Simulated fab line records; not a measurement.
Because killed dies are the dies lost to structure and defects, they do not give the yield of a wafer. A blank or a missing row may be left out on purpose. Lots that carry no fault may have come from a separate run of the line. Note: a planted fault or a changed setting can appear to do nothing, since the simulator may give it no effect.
A lot that was struck, set against a sound lot    flow gf180mcu    23 out of 602 route steps
Sound: these wafers, L663.1, L663.4, L663.6. Wafers L681.1, L681.4, L681.6 were the ones struck. Last of all comes the cause.
Per side, at each step with rows, come the tool, then ch with its chambers, and then its first start. Under that, the readings that differ: sound wafers    struck wafers    difference of the means    sigmas: that difference in standard deviations of wafers without a fault.
alike: words and numbers the same on both sides, and readings whose means are apart by under 2 such deviations; not compared: readings that were withheld, readings missing a value for some wafer, numbers with overlapping values and no deviation given by the record, and bounds like >300 which may hide the same value.
A row with sigmas, a row that says differs or no value, or rows on one side alone: a step with any of these is where the two part. Numbers that don't overlap but have no deviation are shown without sigmas and don't part them. A reading that every wafer of one side lacks parts them only if that side has two wafers or more.

first, 2 steps without rows for these wafers: GF_HV_LDD_PEB_29; GF_HV_LDD_DEVELOP_30 (develop time 60 s).
GF_HV_LDD_CD_MEAS_31 targets a cd of 400 nm.
  sound on cdSem-01 at day 11 12:02; struck on cdSem-02 at day 17 04:08
  alike: cdNm
GF_HV_LDD_OVL_MEAS_32:
  sound on overlay-02 at day 11 12:09; struck on overlay-02 at day 17 04:16
  alike: HV_LDD_02_OVL
then, 4 steps without rows for these wafers: GF_HV_LDD_IMPLANT_33; GF_HV_LDD_IMPLANT_34; GF_HV_LDD_IMPLANT_35; GF_HV_LDD_IMPLANT_36.
GF_HV_LDD_STRIP_37: strips in O2/N2.
  sound on plasmaAsher-01 ch 1, day 11 12:47; struck on plasmaAsher-01 ch 0,1, day 17 04:54
  alike: drypumpMotorCurrentA, heaterPowerW, oesProductAu, platenTempC, stripTimeToEndpointS
  not compared: rfHoursCounterH
GF_HV_LDD_TW_MEAS_38:
  sound on filmMetro-04 at day 11 12:53; struck on filmMetro-03 at day 17 05:00
  alike: HV_LDD_3_TW
then, 2 steps without rows for these wafers: GF_HV_LDD_DEHYDRATE_39 (time 60 s); GF_HV_LDD_HMDS_40 (prime time 60 s).
GF_HV_LDD_COAT_41: resist thk 1000 nm.
  sound on lithoTrack-04 ch 0, day 11 22:15; struck on lithoTrack-04 ch 0, day 17 15:53
reading                                     sound                 struck                difference  sigmas
spinSpeedRpm (rpm)                          3001.4 2998.6 2999.5  3187.1 3189.8 3193.3  +190.2      +86
model.NOVOLAK_of_HV_LDD_COAT_41.thkNm (nm)  1002 999 1001         970.6 975.9 974.7     -26.9       
then, 3 steps without rows for these wafers: GF_HV_LDD_SOFTBAKE_42 (time 60 s); GF_HV_LDD_EXPOSE_43 (exposes mask Pplus HV AREA, target cd 400 nm); GF_HV_LDD_PEB_44.
GF_HV_LDD_DEVELOP_45: develop time 60 s.
  sound on lithoTrack-04 ch 0, day 12 07:48; struck on lithoTrack-01 ch 0, day 18 03:05
reading                                     sound            struck             difference  sigmas
model.NOVOLAK_of_HV_LDD_COAT_41.thkNm (nm)  1002 998.6 1001  970.1 975.5 974.3  -27.2       
GF_HV_LDD_CD_MEAS_46 targets a cd of 400 nm.
  sound on cdSem-01 at day 12 07:57; struck on cdSem-01 at day 18 03:14
reading    sound              struck             difference  sigmas
cdNm (nm)  399.3 399.0 399.2  404.5 403.0 402.7  +4.2        +2
GF_HV_LDD_OVL_MEAS_47:
  sound on overlay-01 at day 12 08:04; struck on overlay-02 at day 18 03:21
  alike: HV_LDD_03_OVL
next, for these wafers, 1 step has no rows: GF_HV_LDD_IMPLANT_48.
GF_HV_LDD_STRIP_49: strips in O2/N2.
  sound on plasmaAsher-03 ch 1, day 12 08:15; struck on plasmaAsher-01 ch 0,1, day 18 03:32
reading                   sound              struck             difference  sigmas
drypumpMotorCurrentA (A)  5.23 5.21 5.23     5.91 5.91 5.79     +0.65       +2
stripTimeToEndpointS (s)  12.67 12.62 12.64  12.29 12.34 12.34  -0.32       -9
  alike: heaterPowerW, oesProductAu, platenTempC
  not compared: rfHoursCounterH
GF_HV_LDD_TW_MEAS_50:
  sound on filmMetro-01 at day 12 08:21; struck on filmMetro-01 at day 18 03:38
  alike: HV_LDD_4_TW
next, for these wafers, 1 step has no rows: GF_PASSIVATION_PROBE_99.

WHERE THEY PART
Last at GF_HV_LDD_STRIP_49 as far as this record goes, first at GF_HV_LDD_COAT_41. Later steps at which nothing parts them and some readings are alike: GF_HV_LDD_TW_MEAS_50.

WHY: whatever the simulator had introduced
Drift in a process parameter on lithoTrack-04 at GF_HV_LDD_COAT_41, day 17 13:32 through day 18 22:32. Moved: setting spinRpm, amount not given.
